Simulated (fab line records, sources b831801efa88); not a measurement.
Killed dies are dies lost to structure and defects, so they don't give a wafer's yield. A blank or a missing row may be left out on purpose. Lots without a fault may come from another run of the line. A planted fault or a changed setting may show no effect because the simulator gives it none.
One fault seen from 2 desks | flow gf180mcu | each desk has only its own numbers; what lay behind them comes last

THE TOOL OWNER'S DESK: pecvd-03
The tool's own readings at GF_V5_CVD_02 (deposits SiO2 from TEOS, target thk 1450 nm, time 163.28 s): means of the sampled wafers that have a number, for each lot that ran on this tool. A lot is out of limits, marked OUT, if its mean lies more than 4 standard deviations from the usual mean; the brackets give that distance.
Columns: A = heater_power_w at GF_V5_CVD_02, usual 688 W
lot  | first seen here | A
L694 | day 27 08:12    | 713
L705 | day 30 15:06    | 704
L707 | day 31 03:22    | 652
This desk's finding: nothing out of limits on any of the 3 lots.

THE METROLOGY DESK
What the gauges read, lot by lot, whatever tool the lot ran on: means of the sampled wafers that have a number. A lot is out of limits, marked OUT, if its mean lies more than 4 standard deviations from the usual mean; the brackets give that distance.
Columns: A = V2_OVL at GF_V2_OVL_MEAS_15, usual 2 nm; B = cd_nm at GF_M3_CD_MEAS_14, usual 279.8 nm
lot  | first seen here | A  | B
L692 | day 20 12:08    | 1  | 279.4
L694 | day 21 11:37    | -5 | 280.2
L696 | day 22 05:01    | 10 | 281.3
L697 | day 22 15:48    | 11 | 279.5
L698 | day 22 18:02    | -0 | 278.8
L700 | day 23 20:07    | 1  | 278.3
L705 | day 25 05:58    | 8  | 281.2
L706 | day 25 17:52    | 9  | 279.9
L707 | day 25 23:46    | 1  | 278.4
L709 | day 26 14:29    | -6 | 279.8
L710 | day 26 17:49    | -8 | 280.7
L711 | day 27 07:41    | -3 | 278.7
L713 | day 27 16:10    | 3  | 280.4
L714 | day 28 03:26    | 6  | 280.3
This desk's finding: nothing out of limits on any of the 14 lots.

PUT TOGETHER
The tool owner's desk saw nothing out of limits.
The metrology desk saw nothing out of limits.

WHAT THE SIMULATOR HAD PUT IN
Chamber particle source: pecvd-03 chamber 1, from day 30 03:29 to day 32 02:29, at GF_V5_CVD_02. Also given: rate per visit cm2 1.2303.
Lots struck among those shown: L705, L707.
